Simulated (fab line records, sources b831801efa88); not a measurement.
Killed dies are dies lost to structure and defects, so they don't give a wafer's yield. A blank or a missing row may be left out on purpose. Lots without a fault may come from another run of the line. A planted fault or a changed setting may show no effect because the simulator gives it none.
Tool commonality check | flow sky130 | 12 lots, 36 wafers sampled

WHY IT WAS OPENED
At SKY_SD_N_RS_MEAS_16 the reading SD_N_RS is flagged on 2 of 12 lots. Wafers without a fault read 68.55 ohm/sq, standard deviation 0.15.
Rule: a lot is flagged when every wafer of it that has a number lies more than 4 standard deviations from that mean, or none has a number. The other lots count as sound.

lot  | measured     | on            | SD_N_RS (ohm/sq), wafer by wafer | flag
L358 | day 27 23:10 | film_metro-04 | 68.57 68.67 68.79                |
L360 | day 29 01:16 | film_metro-04 | 68.68 68.58 68.53                |
L363 | day 29 21:19 | film_metro-03 | 68.41 68.47 68.26                |
L365 | day 30 07:05 | film_metro-04 | 68.50 68.60 68.70                |
L370 | day 31 17:01 | film_metro-04 | 71.82 71.86 71.87                | FLAGGED
L371 | day 32 05:30 | film_metro-02 | 68.30 68.37 68.38                |
L372 | day 32 11:06 | film_metro-04 | 72.01 72.02 72.06                | FLAGGED
L375 | day 33 13:21 | film_metro-04 | 68.54 68.64 68.61                |
L377 | day 34 01:13 | film_metro-03 | 68.33 68.34 68.33                |
L379 | day 34 19:52 | film_metro-02 | 68.33 68.43 68.42                |
L380 | day 34 23:13 | film_metro-04 | 68.62 68.77 68.69                |
L381 | day 35 09:14 | film_metro-04 | 68.66 68.63 68.37                |
The numbers of the flagged lots are 71.94 ohm/sq on average: +3.39 ohm/sq against the usual, or +23 standard deviations.

WHICH TOOL RAN EACH LOT
The record holds 1 process step before the reading, out of a route of 708 steps. In each cell: the tool, then ch and the chambers that the sampled wafers went through, then the start.
lot  | flag    | SKY_SD_N_RTA_14
L358 |         | rtp_anneal-01 ch 0, day 27 22:59
L360 |         | rtp_anneal-01 ch 0, day 29 01:04
L363 |         | rtp_anneal-02 ch 0, day 29 21:05
L365 |         | rtp_anneal-02 ch 0, day 30 06:52
L370 | FLAGGED | rtp_anneal-01 ch 0, day 31 16:50
L371 |         | rtp_anneal-02 ch 0, day 32 05:19
L372 | FLAGGED | rtp_anneal-01 ch 0, day 32 10:55
L375 |         | rtp_anneal-02 ch 0, day 33 13:09
L377 |         | rtp_anneal-02 ch 0, day 34 01:02
L379 |         | rtp_anneal-02 ch 0, day 34 19:42
L380 |         | rtp_anneal-01 ch 0, day 34 23:02
L381 |         | rtp_anneal-02 ch 0, day 35 09:02
What these steps do:
- SKY_SD_N_RTA_14: time 2 s.
- SKY_SD_N_RS_MEAS_16: measures by four-point-probe.

FLAGGED OVER TOTAL, TOOL BY TOOL (the gauges that took the reading come last)
step                | tool          | lots run | flagged | share of the flagged lots | sound lots run after its first flagged lot
SKY_SD_N_RTA_14     | rtp_anneal-01 | 5        | 2       | all                       | 1 (L380)
SKY_SD_N_RTA_14     | rtp_anneal-02 | 7        | 0       | none                      | -
SKY_SD_N_RS_MEAS_16 | film_metro-02 | 2        | 0       | none                      | -
SKY_SD_N_RS_MEAS_16 | film_metro-03 | 2        | 0       | none                      | -
SKY_SD_N_RS_MEAS_16 | film_metro-04 | 8        | 2       | all                       | 3 (L375,L380,L381)

WHAT THE TABLE ALLOWS
2 rows of the table ran every flagged lot: rtp_anneal-01 at SKY_SD_N_RTA_14, film_metro-04 at SKY_SD_N_RS_MEAS_16.
- rtp_anneal-01 at SKY_SD_N_RTA_14: 2 of its 5 lots flagged. Sound lots ran on it after the first flagged one (L380), which a lasting fault on the whole tool wouldn't allow. Its own readings lie more than 4 standard deviations out on every wafer of the flagged lots: lamp_power_pct.
- film_metro-04 at SKY_SD_N_RS_MEAS_16: 2 of its 8 lots flagged. Sound lots ran on it after the first flagged one (L375, L380, L381), which a lasting fault on the whole tool wouldn't allow.
No row of the table ran every flagged lot and no sound lot after the first.

WHAT THE SIMULATOR HAD PUT IN
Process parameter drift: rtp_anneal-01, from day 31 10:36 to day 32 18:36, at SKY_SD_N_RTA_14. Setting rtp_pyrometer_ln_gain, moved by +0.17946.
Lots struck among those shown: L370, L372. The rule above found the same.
